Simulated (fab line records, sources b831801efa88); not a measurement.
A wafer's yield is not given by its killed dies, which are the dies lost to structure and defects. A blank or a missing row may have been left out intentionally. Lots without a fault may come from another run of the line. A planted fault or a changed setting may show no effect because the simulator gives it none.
A sampling plan put to the test || flow sky130 || 18 faults told of in these records, all on one fab line, each judged by the records of the lots it struck
What counts as the plan is the set of the line's own looks, namely the steps on the route at which a gauge or an inspection reads a wafer and does not change it. A look is open to judgement when struck wafers have a number at it and the file gives its usual mean and standard deviation on fault-free wafers. Caught: 4 or more of those standard deviations (sigma) separate the usual mean from the mean of the struck wafers at a look after the fault's first step. On the tool: the same test on the tool's own readings at the fault's steps. Caught also covers a different recipe on the struck wafers, or a record left blank for those wafers only.

== THE FAULTS, as the simulator had put them in ==
1. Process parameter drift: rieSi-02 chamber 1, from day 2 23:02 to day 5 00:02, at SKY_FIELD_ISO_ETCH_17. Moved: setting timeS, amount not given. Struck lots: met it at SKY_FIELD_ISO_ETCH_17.
2. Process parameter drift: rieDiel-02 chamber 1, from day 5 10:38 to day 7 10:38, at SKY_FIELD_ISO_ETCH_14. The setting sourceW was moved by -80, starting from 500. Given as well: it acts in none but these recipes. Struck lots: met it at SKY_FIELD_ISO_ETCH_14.
3. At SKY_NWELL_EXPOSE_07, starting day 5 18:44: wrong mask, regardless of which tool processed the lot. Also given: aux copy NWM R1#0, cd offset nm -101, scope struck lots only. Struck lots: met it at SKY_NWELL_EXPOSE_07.
4. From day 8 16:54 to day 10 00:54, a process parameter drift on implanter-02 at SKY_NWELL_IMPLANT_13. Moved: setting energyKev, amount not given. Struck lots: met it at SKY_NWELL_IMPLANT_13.
5. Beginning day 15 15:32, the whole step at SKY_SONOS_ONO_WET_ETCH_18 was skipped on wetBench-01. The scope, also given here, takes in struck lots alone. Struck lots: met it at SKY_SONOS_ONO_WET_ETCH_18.
6. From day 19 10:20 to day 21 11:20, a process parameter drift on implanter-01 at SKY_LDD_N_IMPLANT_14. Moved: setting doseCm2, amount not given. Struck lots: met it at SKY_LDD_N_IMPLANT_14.
7. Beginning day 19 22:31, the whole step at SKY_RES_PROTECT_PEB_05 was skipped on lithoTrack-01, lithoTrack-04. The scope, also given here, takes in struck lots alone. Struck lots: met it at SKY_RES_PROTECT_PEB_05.
8. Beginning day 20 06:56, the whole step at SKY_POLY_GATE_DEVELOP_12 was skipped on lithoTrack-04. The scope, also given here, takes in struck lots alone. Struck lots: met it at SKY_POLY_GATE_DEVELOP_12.
9. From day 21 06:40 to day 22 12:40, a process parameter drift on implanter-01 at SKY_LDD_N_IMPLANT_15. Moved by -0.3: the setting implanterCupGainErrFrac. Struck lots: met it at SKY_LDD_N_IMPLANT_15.
10. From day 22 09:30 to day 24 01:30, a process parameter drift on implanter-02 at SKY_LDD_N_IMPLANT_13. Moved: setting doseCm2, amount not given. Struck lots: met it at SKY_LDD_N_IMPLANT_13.
11. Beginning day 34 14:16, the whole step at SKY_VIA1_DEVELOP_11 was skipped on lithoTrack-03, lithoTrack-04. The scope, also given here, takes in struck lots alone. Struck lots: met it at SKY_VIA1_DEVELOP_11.
12. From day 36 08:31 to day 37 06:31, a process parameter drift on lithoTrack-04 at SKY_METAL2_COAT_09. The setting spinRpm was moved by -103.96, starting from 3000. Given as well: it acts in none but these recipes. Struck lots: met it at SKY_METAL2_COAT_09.
13. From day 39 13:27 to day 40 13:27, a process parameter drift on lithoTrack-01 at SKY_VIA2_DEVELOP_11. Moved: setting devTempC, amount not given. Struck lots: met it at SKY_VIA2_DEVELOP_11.
14. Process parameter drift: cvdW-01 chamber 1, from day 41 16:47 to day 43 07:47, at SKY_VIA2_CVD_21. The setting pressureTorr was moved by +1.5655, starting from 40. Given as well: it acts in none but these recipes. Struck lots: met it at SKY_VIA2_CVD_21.
15. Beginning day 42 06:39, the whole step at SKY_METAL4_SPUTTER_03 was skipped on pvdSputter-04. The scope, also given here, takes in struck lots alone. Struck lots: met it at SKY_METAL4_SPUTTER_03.
16. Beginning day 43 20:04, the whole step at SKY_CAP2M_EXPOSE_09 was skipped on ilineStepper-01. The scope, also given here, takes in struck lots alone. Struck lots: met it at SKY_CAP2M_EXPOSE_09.
17. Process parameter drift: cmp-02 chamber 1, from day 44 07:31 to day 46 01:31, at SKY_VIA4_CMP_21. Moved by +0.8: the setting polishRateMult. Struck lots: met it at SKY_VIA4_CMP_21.
18. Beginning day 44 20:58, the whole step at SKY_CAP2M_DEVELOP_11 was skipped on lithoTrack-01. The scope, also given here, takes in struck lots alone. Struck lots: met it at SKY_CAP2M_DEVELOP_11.

== WHAT THE PLAN SAW ==
{"fault": 1, "on the tool itself": "runLengthS +18 sigma", "first look that catches it": "none of the 2 looks that can be judged after it", "reading, sigma": "-", "median hours from its first step to that look": "-", "hours from the fault's start to the first struck lot there": "-", "judged looks passed uncaught": 2}
{"fault": 2, "on the tool itself": "rfFwdPowerW -39 sigma", "first look that catches it": "no look after it can be judged", "reading, sigma": "-", "median hours from its first step to that look": "-", "hours from the fault's start to the first struck lot there": "-", "judged looks passed uncaught": 0}
{"fault": 3, "on the tool itself": "no reading that can be judged", "first look that catches it": "none of the 2 looks that can be judged after it", "reading, sigma": "-", "median hours from its first step to that look": "-", "hours from the fault's start to the first struck lot there": "-", "judged looks passed uncaught": 2}
{"fault": 4, "on the tool itself": "beamEnergyKeV -50 sigma", "first look that catches it": "not the one look that can be judged after it", "reading, sigma": "-", "median hours from its first step to that look": "-", "hours from the fault's start to the first struck lot there": "-", "judged looks passed uncaught": 1}
{"fault": 5, "on the tool itself": "the tool's record is blank for the struck wafers", "first look that catches it": "none of the 2 looks that can be judged after it", "reading, sigma": "-", "median hours from its first step to that look": "-", "hours from the fault's start to the first struck lot there": "-", "judged looks passed uncaught": 2}
{"fault": 6, "on the tool itself": "doseIonsCm2 -99 or beyond sigma", "first look that catches it": "no look after it can be judged", "reading, sigma": "-", "median hours from its first step to that look": "-", "hours from the fault's start to the first struck lot there": "-", "judged looks passed uncaught": 0}
{"fault": 7, "on the tool itself": "no reading that can be judged", "first look that catches it": "none of the 3 looks that can be judged after it", "reading, sigma": "-", "median hours from its first step to that look": "-", "hours from the fault's start to the first struck lot there": "-", "judged looks passed uncaught": 3}
{"fault": 8, "on the tool itself": "the tool's record is blank for the struck wafers", "first look that catches it": "no look after it can be judged", "reading, sigma": "-", "median hours from its first step to that look": "-", "hours from the fault's start to the first struck lot there": "-", "judged looks passed uncaught": 0}
{"fault": 9, "on the tool itself": "beamOnS +22 sigma", "first look that catches it": "none of the 2 looks that can be judged after it", "reading, sigma": "-", "median hours from its first step to that look": "-", "hours from the fault's start to the first struck lot there": "-", "judged looks passed uncaught": 2}
{"fault": 10, "on the tool itself": "doseIonsCm2 +99 or beyond sigma", "first look that catches it": "none of the 2 looks that can be judged after it", "reading, sigma": "-", "median hours from its first step to that look": "-", "hours from the fault's start to the first struck lot there": "-", "judged looks passed uncaught": 2}
{"fault": 11, "on the tool itself": "the tool's record is blank for the struck wafers", "first look that catches it": "no look after it can be judged", "reading, sigma": "-", "median hours from its first step to that look": "-", "hours from the fault's start to the first struck lot there": "-", "judged looks passed uncaught": 0}
{"fault": 12, "on the tool itself": "spinSpeedRpm -47 sigma", "first look that catches it": "not the one look that can be judged after it", "reading, sigma": "-", "median hours from its first step to that look": "-", "hours from the fault's start to the first struck lot there": "-", "judged looks passed uncaught": 1}
{"fault": 13, "on the tool itself": "developerTempC +25 sigma", "first look that catches it": "no look after it can be judged", "reading, sigma": "-", "median hours from its first step to that look": "-", "hours from the fault's start to the first struck lot there": "-", "judged looks passed uncaught": 0}
{"fault": 14, "on the tool itself": "chamberPressureTorr +18 sigma", "first look that catches it": "not the one look that can be judged after it", "reading, sigma": "-", "median hours from its first step to that look": "-", "hours from the fault's start to the first struck lot there": "-", "judged looks passed uncaught": 1}
{"fault": 15, "on the tool itself": "the tool's record is blank for the struck wafers", "first look that catches it": "no look after it can be judged", "reading, sigma": "-", "median hours from its first step to that look": "-", "hours from the fault's start to the first struck lot there": "-", "judged looks passed uncaught": 0}
{"fault": 16, "on the tool itself": "no reading that can be judged", "first look that catches it": "no look after it can be judged", "reading, sigma": "-", "median hours from its first step to that look": "-", "hours from the fault's start to the first struck lot there": "-", "judged looks passed uncaught": 0}
{"fault": 17, "on the tool itself": "timeToEndpointS -14 sigma", "first look that catches it": "no look after it can be judged", "reading, sigma": "-", "median hours from its first step to that look": "-", "hours from the fault's start to the first struck lot there": "-", "judged looks passed uncaught": 0}
{"fault": 18, "on the tool itself": "the tool's record is blank for the struck wafers", "first look that catches it": "no look after it can be judged", "reading, sigma": "-", "median hours from its first step to that look": "-", "hours from the fault's start to the first struck lot there": "-", "judged looks passed uncaught": 0}
A dash: the fault isn't caught, or these records don't give the number.

Caught at a look: 0 of 18. Caught on the tool: 15 of 18. By one or the other: 15 of 18.
Caught on the tool alone: faults 1, 2, 4, 5, 6, 8, 9, 10, 11, 12, 13, 14, 15, 17, 18.
Caught by neither: faults 3, 7, 16.
